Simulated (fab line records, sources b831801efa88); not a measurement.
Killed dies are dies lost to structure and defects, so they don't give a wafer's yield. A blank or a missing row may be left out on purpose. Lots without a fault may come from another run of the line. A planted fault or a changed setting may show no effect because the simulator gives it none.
One fault seen from 2 desks | flow sky130 | each desk has only its own numbers; what lay behind them comes last

THE TOOL OWNER'S DESK: pvd_sputter-04
The tool's own readings at SKY_METAL5_SPUTTER_02 (material AlCu, target thk 1150 nm, time 61.2 s): means of the sampled wafers that have a number, for each lot that ran on this tool. A lot is out of limits, marked OUT, if its mean lies more than 4 standard deviations from the usual mean; the brackets give that distance.
Columns: A = throttle_valve_pct at SKY_METAL5_SPUTTER_02, usual 29.6 %
lot  | first seen here | A
L376 | day 44 03:18    | 30.0
L384 | day 45 23:50    | 29.6
L392 | day 48 13:29    | 29.9
L394 | day 49 05:38    | 30.1
This desk's finding: nothing out of limits on any of the 4 lots.

THE METROLOGY DESK
What the gauges read, lot by lot, whatever tool the lot ran on: means of the sampled wafers that have a number. A lot is out of limits, marked OUT, if its mean lies more than 4 standard deviations from the usual mean; the brackets give that distance.
Columns: A = VIA3_W_THK at SKY_VIA3_THK_MEAS_23, usual 383 nm; B = METAL5_ALCU_RS at SKY_METAL5_RS_MEAS_05, usual 0.02714 ohm/sq; C = METAL5_ALCU_THK at SKY_METAL5_THK_MEAS_06, usual 1162 nm
lot  | first seen here | A   | B                  | C
L376 | day 41 00:12    | 384 | 0.02729            | 1167
L377 | day 41 02:27    | 387 | 0.02721            | 1156
L378 | day 41 12:39    | 387 | 0.02727            | 1156
L381 | day 42 07:17    | 389 | 0.02700            | 1175
L384 | day 42 23:08    | 385 | 0.02701            | 1180
L391 | day 45 15:34    | 375 | 0.02716            | 1149
L392 | day 45 17:12    | 386 | 0.02565 (-5.9) OUT | 1246 (+5.0) OUT
L394 | day 46 13:56    | 380 | 0.02640            | 1190
L397 | day 46 18:01    | 389 | 0.02709            | 1150
L398 | day 46 22:58    | 380 | 0.02721            | 1155
This desk's finding: out of limits on L392; first on L392, day 48 13:35 (METAL5_ALCU_RS at SKY_METAL5_RS_MEAS_05). In limits: L376, L377, L378, L381, L384, L391, L394, L397, L398.

PUT TOGETHER
The metrology desk could have raised an alarm at day 48 13:35, on L392.
The tool owner's desk saw nothing out of limits.
The tool owner's desk has L392 on record, within its limits.
Of the lots named, all ran SKY_METAL5_SPUTTER_02 on pvd_sputter-04.

WHAT THE SIMULATOR HAD PUT IN
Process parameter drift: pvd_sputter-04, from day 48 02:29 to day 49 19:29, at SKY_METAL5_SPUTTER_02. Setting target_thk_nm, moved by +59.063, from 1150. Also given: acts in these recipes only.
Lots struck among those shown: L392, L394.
Hours from the fault's start to each desk's first reading out of limits: the metrology desk, 11.
